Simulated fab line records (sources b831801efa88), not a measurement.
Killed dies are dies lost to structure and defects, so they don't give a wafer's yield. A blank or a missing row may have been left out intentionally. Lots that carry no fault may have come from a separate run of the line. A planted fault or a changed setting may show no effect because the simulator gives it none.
Chamber matching    flow gf180mcu    GF_V4_CVD_00 on hdpcvd-02 has 3 sister chambers
The step deposits SiO2, target thk 600 nm, time 100 s. 16 wafers are shown with their chamber, then 8 later ones without.

== EACH WAFER AND ITS CHAMBER ==
wafer   chamber  run_length_s (s)  pressure_mtorr (mTorr)
L688.3  0        128.7             6.000
L688.5  2        127.7             6.014
L688.6  1        128.5             6.016
L689.4  2        128.1             6.003
L689.5  0        128.3             5.989
L689.6  1        128.9             5.989
L691.1  0        128.4             6.007
L691.2  1        128.5             5.981
L691.3  2        127.8             6.015
L696.2  1        128.7             6.007
L696.5  2        127.8             6.024
L696.6  1        128.6             5.999
L698.1  0        128.5             6.013
L698.2  2        127.5             5.984
L698.6  0        128.5             5.980
L704.1  0        128.3             6.017

SIGNATURES, as means of the wafers listed above
reading         chamber 0  chamber 1  chamber 2  scatter within a chamber
run_length_s    128.450    128.640    127.780    0.179
pressure_mtorr  6.00100    5.99840    6.00800    0.0145
Rule: for each reading, subtract the chamber's mean from the wafer's reading, divide by that reading's scatter and square the result; add these up over the readings and take the root, which gives the wafer's distance from the chamber. If the next closest chamber is less than 2 further off than the closest, the wafer can't be placed; otherwise it belongs to the closest. How the scatter is found: for the shown wafers, subtract from each reading the mean of its chamber, square and add these, divide the total by (wafers less chambers), then take the root.

== WAFERS MISSING THEIR CHAMBER ==
wafer   run_length_s (s)  pressure_mtorr (mTorr)
L704.3  128.6             5.999
L704.5  128.3             6.001
L709.1  128.7             6.001
L709.4  128.3             6.007
L709.6  127.8             6.034
L711.2  128.6             5.995
L711.4  128.6             5.978
L711.5  127.5             6.006

== WHICH CHAMBER EACH WENT THROUGH ==
wafer   from the rows above           in truth
L704.3  can't be placed: 1 or 0       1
L704.5  can't be placed: 0 or 1       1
L709.1  can't be placed: 1 or 0       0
L709.4  can't be placed: 0 or 1 or 2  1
L709.6  2                             2
L711.2  can't be placed: 1 or 0       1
L711.4  can't be placed: 1 or 0       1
L711.5  2                             2
Correct placement for 2 of the 8. From these rows, 6 cannot be placed; in 6 the true chamber is one of the candidates. Placed wrongly: 0.
